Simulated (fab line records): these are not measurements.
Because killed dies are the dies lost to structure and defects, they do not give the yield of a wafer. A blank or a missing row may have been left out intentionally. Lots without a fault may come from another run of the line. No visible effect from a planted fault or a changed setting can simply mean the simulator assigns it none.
Chamber matching ; flow sky130 ; SKY_VIA1_CMP_24 on cmp-01 has 4 sister chambers
The step polishes, stops on SiO2, t overpolish 15 s, target thk 0 nm. 45 wafers are shown with their chamber, then 12 later ones without.

## EACH WAFER AND ITS CHAMBER
wafer;chamber;motorCurrentA (A);timeToEndpointS (s);overpolishRunS (s)
L074.1;2;11.3;68;14.983
L074.3;1;10.9;71;14.984
L074.4;0;13.8;61;15.004
L075.4;3;9.8;68;14.990
L075.5;0;14.1;59;15.002
L075.6;3;10.1;65;14.994
L076.3;0;14.1;64;14.987
L076.5;0;13.9;64;15.001
L076.6;1;11.0;69;15.000
L077.1;0;13.7;65;14.999
L077.5;0;13.2;63;14.992
L077.6;1;10.7;70;14.990
L078.2;2;11.5;67;15.015
L078.3;0;13.7;61;15.003
L078.5;0;14.1;63;15.018
L081.1;2;11.2;66;14.996
L081.3;1;10.7;69;14.987
L081.4;3;10.2;69;14.999
L082.1;3;9.7;71;14.994
L082.2;1;11.1;72;15.010
L082.4;2;11.9;65;14.989
L082.3;0;14.6;61;14.995
L082.5;2;11.6;66;15.000
L082.6;1;11.3;69;14.994
L085.2;3;10.0;70;15.001
L085.3;0;13.6;64;15.008
L085.4;2;12.0;68;15.004
L084.2;3;10.8;72;15.009
L084.4;1;10.7;76;14.999
L084.5;3;11.1;70;14.986
L087.1;0;14.0;67;14.997
L087.3;1;11.5;77;14.991
L087.5;0;13.9;64;15.020
L088.3;1;11.3;75;15.006
L088.4;3;10.3;75;14.992
L088.5;1;10.9;74;15.003
L089.1;3;10.7;71;14.996
L089.2;1;11.2;74;14.999
L089.4;2;12.0;72;14.994
L090.2;0;13.3;64;15.009
L090.3;1;11.1;71;15.001
L090.6;1;11.1;70;15.013
L091.1;2;11.7;70;15.000
L091.4;3;10.1;71;15.000
L091.5;1;10.8;72;15.004

SIGNATURES, as means of the wafers listed above
reading;chamber 0;chamber 1;chamber 2;chamber 3;scatter within a chamber
motorCurrentA;13.846;11.021;11.650;10.280;0.347
timeToEndpointS;63.08;72.07;67.75;70.20;2.45
overpolishRunS;15.00269;14.99864;14.99762;14.99610;0.00864
Rule: a wafer lies at a distance from a chamber equal to the root of the sum of squares, over the readings, of (its reading less the chamber's mean, divided by the reading's scatter). If the next closest chamber is less than 2 further off than the closest, the wafer can't be placed; otherwise it belongs to the closest. The scatter: take each reading less its chamber's mean, square it, sum over the shown wafers, divide by the number of wafers less the number of chambers, and take the root.

## WAFERS WHOSE CHAMBER IS MISSING
wafer;motorCurrentA (A);timeToEndpointS (s);overpolishRunS (s)
L092.3;9.9;66;15.016
L092.4;14.5;62;15.007
L092.5;11.2;63;15.012
L093.1;11.6;67;15.013
L093.2;13.8;61;15.005
L093.5;11.2;66;14.999
L094.1;14.9;65;14.997
L094.5;10.9;67;15.005
L094.6;13.7;62;15.009
L095.1;9.7;70;15.006
L095.3;14.1;65;14.987
L095.4;10.9;75;14.996

## CHAMBER TAKEN BY EACH
wafer;from the rows above;in truth
L092.3;can't be placed: 3 or 1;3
L092.4;0;0
L092.5;can't be placed: 2 or 1 or 3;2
L093.1;can't be placed: 2 or 1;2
L093.2;0;0
L093.5;can't be placed: 2 or 1 or 3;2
L094.1;0;0
L094.5;can't be placed: 1 or 2 or 3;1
L094.6;0;0
L095.1;can't be placed: 3 or 1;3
L095.3;0;0
L095.4;can't be placed: 1 or 3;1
5 of 12 placed correctly. Not placeable from these rows: 7 (in 7, the candidates include the true chamber). Placed wrongly: 0.
